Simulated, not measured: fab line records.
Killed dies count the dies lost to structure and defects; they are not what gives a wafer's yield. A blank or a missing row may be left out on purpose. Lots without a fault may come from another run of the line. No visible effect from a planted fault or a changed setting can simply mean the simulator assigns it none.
fab line records ; flow sfqLine
record lots=9; wafers=27; lastDay=74
route steps=325 shown L0@12
lots that met no fault: from a run of the same line without faults
startH: start of the lot's first displayed wafer, in hours after the record's first day ; waitH: hours from the lot's prior step to this one ; " the same as in the row above ; L1.1+2: a row that stands for several wafers ; - no value, or no start was given ; * or withheld: withheld ; < > ~ a bound
route shown NAME@n: a module of which the file shows steps, and the number in the route of the first ; usual: average and standard deviation across the fault-free wafers ; same: alike in all rows ; chamber/n: place in a boat ; sites: per-site readings ; _std_site: how widely they spread, as a standard deviation ; _edge_site: outer sites' mean less inner sites' ; radiusMm: how far each site lies from the wafer's centre ; mask NAME#n: copy n ; behind: the last tool/chamber to shape the wafer ; hold: why the lot went on hold/how many hours it stayed there/how the hold came to an end ; device: which transistor (n, p or np) failed to switch ; end of line: at the end of the route, the tests of the same wafers ; step lacking rows: just its recipe ; killed: not the wafer's yield, but the dies lost to structure and defects at the first sort ; map: a wafer's dies, marking killed ones x, the rest . and places with no die _
set.NAME: the setting the step ran with; set.NAME@STEP: the setting that earlier step ran with ; model.NAME: the simulator's own value behind a step, which no gauge read
route steps across a sampled set of lots; one table per step, one row per wafer
services: from which hour (startH, from the record's first day; less than 0 if before it) a tool's chamber was out of use, for how many hours, and why
## steps
# step SFQ_TRILAYER_L0_BARC_OPEN_METAL_ETCH_010
# recipe maskMaterial=PR; chemistry=O2; targetDepthNm=125; target=BARC; icpW=600; biasW=80; pressureMtorr=10; timeS=41.7
# usual drypumpMotorCurrentA=5.3/0.36; oesProductAu=0.685/0.0046; runLengthS=69.7/0.67; timeS=41.7/0
lot.wafer;tool;chamber;startH;waitH;drypumpMotorCurrentA;oesProductAu;rfHoursCounterH;runLengthS;timeS
L875.2;rieMetal-01;1;37.22;0.1;5.6;0.688;21;69.2;41.7
L875.4;rieMetal-01;0;37.22;0.1;5.2;0.679;-;69.6;41.7
L875.5;rieMetal-01;1;37.22;0.1;5.6;0.683;-;69.6;41.7
L876.3;rieMetal-03;0;40.86;0.1;4.7;0.688;-;69.6;41.7
L876.4;rieMetal-03;0;40.86;0.1;4.8;0.684;-;69.3;41.7
L876.6;rieMetal-03;0;40.86;0.1;4.7;0.687;-;69.5;41.7
L877.3;rieMetal-04;0;46.84;0.1;5.0;0.685;-;69.5;41.7
L877.4;rieMetal-04;1;46.84;0.1;5.5;0.682;-;70.2;41.7
L877.5;rieMetal-04;1;46.84;0.1;5.5;0.687;-;70.3;41.7
L878.1;rieMetal-01;0;54.02;0.1;5.2;0.687;52;69.9;41.7
L878.3;rieMetal-01;1;54.02;0.1;5.6;0.683;-;69.2;41.7
L878.4;rieMetal-01;0;54.02;0.1;5.2;0.676;-;69.5;41.7
L879.2;rieMetal-01;1;58.82;0.1;5.6;0.687;25;69.2;41.7
L879.5;rieMetal-01;0;58.82;0.1;5.2;0.686;-;69.7;41.7
L879.6;rieMetal-01;1;58.82;0.1;5.6;0.679;-;69.7;41.7
L880.1;rieMetal-03;0;62.42;0.1;4.8;0.821;154;60.5;29.19
L880.2;rieMetal-03;1;62.42;0.1;5.8;0.819;2;60.1;29.19
L880.5;rieMetal-03;1;62.42;0.1;5.7;0.818;-;60.4;29.19
L881.2;rieMetal-03;1;70.39;0.1;5.7;0.817;3;60.1;29.19
L881.3;rieMetal-03;1;70.39;0.1;5.7;0.809;-;59.6;29.19
L881.4;rieMetal-03;0;70.39;0.1;4.8;0.820;-;60.4;29.19
L882.4;rieMetal-03;1;76.41;0.1;5.7;0.818;-;59.6;29.19
L882.5;rieMetal-03;1;76.41;0.1;5.8;0.811;-;59.6;29.19
L882.6;rieMetal-03;0;76.41;0.1;4.8;0.814;-;60.2;29.19
L883.1;rieMetal-04;0;81.19;0.1;5.0;0.824;88;59.9;29.19
L883.2;rieMetal-04;1;81.19;0.1;5.5;0.812;127;60.4;29.19
L883.4;rieMetal-04;0;81.19;0.1;5.0;0.818;-;60.2;29.19
## services
tool;chamber;startH;hours;kind
rieMetal-03;1;33.16;-;clean
rieMetal-03;1;33.16;-;consumableReplace:focusRing
rieMetal-03;1;33.16;15.3;scheduledDown
rieMetal-03;1;33.16;15.3;ventCycle
## key
firstSign step=SFQ_TRILAYER_L0_BARC_OPEN_METAL_ETCH_010; reading=timeS; direction=down; sigmas=99+; usual=*; struck=*
effect step=SFQ_TRILAYER_L0_BARC_OPEN_METAL_ETCH_010; reading=oesProductAu; direction=up; sigmas=29; usual=0.685; struck=0.817
metAt SFQ_TRILAYER_L0_BARC_OPEN_METAL_ETCH_010
struckLots L880,L881,L882,L883
onsetBetween 58.82 62.42
fault kind=recipeVersionSkew; tool=rieMetal-01,rieMetal-03,rieMetal-04; chamber=-; onsetH=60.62; steps=SFQ_TRILAYER_L0_BARC_OPEN_METAL_ETCH_010; wrongRecipe.timeS=*
